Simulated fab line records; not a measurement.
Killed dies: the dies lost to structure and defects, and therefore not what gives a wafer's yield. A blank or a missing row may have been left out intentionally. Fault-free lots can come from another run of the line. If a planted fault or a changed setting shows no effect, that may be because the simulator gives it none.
A struck lot beside a sound one / flow sky130 / 15 steps out of a route of 708
Sound: wafers L826.1, L826.3, L826.6. Wafers struck: L836.1, L836.3, L836.4. The cause comes at the end.
Per side, at each step with rows, come the tool, then ch with its chambers, and then its first start. Under that, the readings that differ: sound wafers / struck wafers / difference of the means / sigmas: that difference in standard deviations of wafers without a fault.
alike: readings whose means differ by less than 2 such deviations, and words and numbers that are the same on both sides. not compared: withheld readings, readings that some wafer has no value for, bounds like >300 that may hide the same value, and numbers for which the record gives no deviation and whose values overlap.
Wherever a step has rows on one side only, a row that says differs or no value, or a row with sigmas, the two part there. When numbers do not overlap yet have no deviation, they are printed without sigmas and do not part them. Lack of a reading on every wafer of one side parts them only where that side has two or more wafers.

SKY_VIA4_THK_MEAS_20: measures by xrf.
  struck on film_metro-01, day 46 11:59; sound on film_metro-04, day 43 03:32
  alike: VIA4_W_THK
SKY_VIA4_CMP_21: polishes, stops on SiO2, t overpolish 25 s, target thk 0 nm.
  sound on cmp-01 ch 0,2,3, day 43 03:52; struck on cmp-02 ch 0,1,2, day 46 12:02
  alike: head_pressure_psi, motor_current_A, overpolish_run_s, time_to_endpoint_s
SKY_METAL5_SPUTTER_00: material Ti, target thk 15 nm, time 10 s.
  struck on pvd_sputter-02, day 46 12:20; sound on pvd_sputter-01, day 43 04:07
  alike: chamber_pressure_pa, throttle_valve_pct
then, 1 step without rows for these wafers: SKY_METAL5_SPUTTER_01 (material TiN, target thk 20 nm, time 16.7 s).
SKY_METAL5_SPUTTER_02: material AlCu, target thk 1150 nm, time 61.2 s.
  struck on pvd_sputter-02, day 46 12:23; sound on pvd_sputter-01, day 43 04:10
  alike: chamber_pressure_pa, throttle_valve_pct
SKY_METAL5_SPUTTER_03: material Ti, target thk 5 nm, time 3.3 s.
  struck on pvd_sputter-02, day 46 12:26; sound on pvd_sputter-01, day 43 04:13
  alike: chamber_pressure_pa, throttle_valve_pct
SKY_METAL5_SPUTTER_04: material TiN, target thk 70 nm, time 58.3 s.
  struck on pvd_sputter-02, day 46 12:28; sound on pvd_sputter-01, day 43 04:14
  alike: chamber_pressure_pa, throttle_valve_pct
SKY_METAL5_RS_MEAS_05: measures by four-point-probe.
  struck on film_metro-03, day 46 12:31; sound on film_metro-03, day 43 04:17
  alike: METAL5_ALCU_RS
SKY_METAL5_THK_MEAS_06: measures by xrf.
  struck on film_metro-03, day 46 12:38; sound on film_metro-03, day 43 04:24
  alike: METAL5_ALCU_THK
then, 3 steps without rows for these wafers: SKY_METAL5_DEHYDRATE_07 (time 60 s); SKY_METAL5_HMDS_08 (prime time 60 s); SKY_METAL5_COAT_09 (resist thk 1800 nm).
SKY_METAL5_SOFTBAKE_10: time 60 s.
  sound on litho_track-03 ch 0, day 43 15:11; struck on litho_track-01 ch 0, day 46 22:58
reading=heater_power_total_W (W); sound=56.59 56.58 56.57; struck=57.15 57.29 57.25; difference=+0.65; sigmas=+14
reading=plate_temp_C (C); sound=89.83 89.96 89.98; struck=90.73 90.88 90.70; difference=+0.85; sigmas=+7
  alike: chill_plate_temp_C
then, 1 step without rows for these wafers: SKY_METAL5_EXPOSE_11 (exposes mask MM5, target cd 1600 nm).
-- the record jumps here: 2 days lie between the struck wafers' starts before and after (it left off in module METAL5 and takes up again in module PAD_OPEN, whose first step shown is number 708 of the route) --
SKY_PAD_OPEN_PROBE_99:
  struck on prober-02, day 49 02:23; sound on prober-02, day 46 00:40
  alike: defect_limited_yield, killed_at_M0_to_M3, killed_at_M4_up, killed_at_contacts, killed_at_front_end, killed_at_other, killed_dies, killed_open, killed_short, sort_bin_3_pad_short, sort_bin_5_function, sort_bin_6_memory, sort_n_pass, sort_yield_pct

## WHERE THEY PART
Only at SKY_METAL5_SOFTBAKE_10, within this record. Later steps at which nothing parts them and some readings are alike: SKY_PAD_OPEN_PROBE_99.

WHY: the cause the simulator had injected
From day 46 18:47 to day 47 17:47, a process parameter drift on litho_track-01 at SKY_METAL5_SOFTBAKE_10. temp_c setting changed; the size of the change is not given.
